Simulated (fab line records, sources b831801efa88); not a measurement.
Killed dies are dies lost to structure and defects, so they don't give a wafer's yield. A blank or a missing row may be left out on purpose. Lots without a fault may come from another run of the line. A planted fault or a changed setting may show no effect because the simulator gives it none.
One fault seen from 2 desks | flow sky130 | each desk has only its own numbers; what lay behind them comes last

THE TOOL OWNER'S DESK: cvd_w-02
The tool's own readings at SKY_VIA1_CVD_21 (deposits W, target thk 270 nm, time 80.902 s): means of the sampled wafers that have a number, for each lot that ran on this tool. A lot is out of limits, marked OUT, if its mean lies more than 4 standard deviations from the usual mean; the brackets give that distance.
Columns: A = chamber_pressure_Torr at SKY_VIA1_CVD_21, usual 40.01 Torr; B = heater_power_outer_w at SKY_VIA1_CVD_21, usual 511 W; C = heater_power_w at SKY_VIA1_CVD_21, usual 811 W
lot  | first seen here | A               | B   | C
L680 | day 34 07:01    | 40.07           | 541 | 808
L685 | day 37 02:04    | 34.95 (-52) OUT | 538 | 859
L690 | day 37 21:28    | 38.37 (-17) OUT | 540 | 813
This desk's finding: out of limits on L685, L690; first on L685, day 37 02:04 (chamber_pressure_Torr at SKY_VIA1_CVD_21). In limits: L680.

THE METROLOGY DESK
What the gauges read, lot by lot, whatever tool the lot ran on: means of the sampled wafers that have a number. A lot is out of limits, marked OUT, if its mean lies more than 4 standard deviations from the usual mean; the brackets give that distance.
Columns: A = METAL1_ALCU_RS at SKY_METAL1_RS_MEAS_05, usual 0.1269 ohm/sq; B = VIA1_W_RS at SKY_VIA1_RS_MEAS_22, usual 0.426 ohm/sq; C = VIA1_W_THK at SKY_VIA1_THK_MEAS_23, usual 276 nm
lot  | first seen here | A      | B                | C
L680 | day 31 23:41    | 0.1268 | 0.418            | 283
L684 | day 34 09:23    | 0.1260 | 0.421            | 274
L685 | day 34 18:08    | 0.1282 | 0.455 (+5.7) OUT | 261
L689 | day 35 13:28    | 0.1255 | 0.429            | 277
L690 | day 35 14:35    | 0.1265 | 0.440            | 263
L692 | day 36 10:14    | 0.1280 | 0.429            | 272
L695 | day 36 23:54    | 0.1262 | 0.423            | 274
L694 | day 37 04:23    | 0.1254 | 0.426            | 277
L696 | day 37 12:41    | 0.1274 | 0.429            | 271
L698 | day 37 18:25    | 0.1263 | 0.427            | 278
L699 | day 37 20:09    | 0.1298 | 0.433            | 267
L700 | day 38 00:46    | 0.1275 | 0.432            | 275
This desk's finding: out of limits on L685; first on L685, day 37 02:11 (VIA1_W_RS at SKY_VIA1_RS_MEAS_22). In limits: L680, L684, L689, L690, L692, L695, L694, L696, L698, L699, L700.

PUT TOGETHER
The tool owner's desk could have raised an alarm at day 37 02:04, on L685, L690.
The metrology desk could have raised an alarm at day 37 02:11, on L685.
The metrology desk has L690 on record, within its limits.
Of the lots named, all ran SKY_VIA1_CVD_21 on cvd_w-02.

WHAT THE SIMULATOR HAD PUT IN
Process parameter drift: cvd_w-02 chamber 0, from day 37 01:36 on, at SKY_VIA1_CVD_21. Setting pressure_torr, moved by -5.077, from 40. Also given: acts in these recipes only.
Lots struck among those shown: L685, L690.
Hours from the fault's start to each desk's first reading out of limits: the tool owner's desk, 0; the metrology desk, 1.
